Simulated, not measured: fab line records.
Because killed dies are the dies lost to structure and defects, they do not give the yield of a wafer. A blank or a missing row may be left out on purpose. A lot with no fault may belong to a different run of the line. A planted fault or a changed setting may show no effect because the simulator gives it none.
One fault seen from 2 desks -- flow sky130 -- what lay behind the numbers comes last; until then each desk has only its own

## THE METROLOGY DESK
Lot by lot, what the gauges showed, no matter which tool ran the lot: averages of those sampled wafers that carry a number. Any lot whose mean is over 4 standard deviations away from the usual mean is out of limits and marked OUT; that distance is given in the brackets.
Columns: A = POLY_GATE_CVD_03_THK at SKY_POLY_GATE_THK_MEAS_04, usual 75.5 nm; B = cd_nm at SKY_POLY_GATE_CD_MEAS_13, usual 150.2 nm; C = POLY_GATE_OVL at SKY_POLY_GATE_OVL_MEAS_14, usual 2 nm
lot,first seen here,A,B,C
L836,day 17 02:43,75.6,152.3,3
L837,day 17 05:08,74.7,148.7,0
L841,day 18 20:16,76.3,150.9,4
L842,day 19 00:27,75.7,149.5,7
L853,day 23 05:24,75.2,150.0,-1
This desk found nothing out of limits on any of the 5 lots.

## TOOL OWNER'S DESK, rie_diel-01
The tool's own readings at SKY_POLY_GATE_ETCH_15 (etches BARC in N2/H2, stops on SiO2, time 118.5 s, target depth 110 nm): means of the sampled wafers that have a number, for each lot that ran on this tool. Any lot whose mean is over 4 standard deviations away from the usual mean is out of limits and marked OUT; that distance is given in the brackets.
Columns: A = bias_w at SKY_POLY_GATE_ETCH_15, usual 100.06 W; B = drypump_motor_current_A at SKY_POLY_GATE_ETCH_15, usual 5.8 A; C = h2_flow_sccm at SKY_POLY_GATE_ETCH_15, usual 200.0 sccm; D = oes_product_au at SKY_POLY_GATE_ETCH_15, usual 0.717 a.u.; E = throttle_valve_pct at SKY_POLY_GATE_ETCH_15, usual 13.212 %
lot,first seen here,A,B,C,D,E
L841,day 20 03:05,100.10,5.9,200.1,0.712,13.217
L853,day 24 11:05,92.02 (-27) OUT,5.9,199.8,0.716,13.219
This desk's verdict: out of limits on L853, starting with L853 at day 24 11:05 (bias_w at SKY_POLY_GATE_ETCH_15). L841 stayed within limits.

## TAKEN TOGETHER
The tool owner's desk had the chance to raise an alarm at day 24 11:05 on L853.
Nothing out of limits was seen by the metrology desk.
The metrology desk holds a record of L853, inside its limits.
On rie_diel-01, each named lot ran SKY_POLY_GATE_ETCH_15.

## WHAT HAD BEEN PUT IN BY THE SIMULATOR
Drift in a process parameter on rie_diel-01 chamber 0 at SKY_POLY_GATE_ETCH_15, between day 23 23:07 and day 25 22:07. The setting bias_w was moved by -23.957, starting from 100. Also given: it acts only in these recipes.
Struck lots among those shown: L853.
Each desk's first reading out of limits, in hours after the fault started: the tool owner's desk, 12.
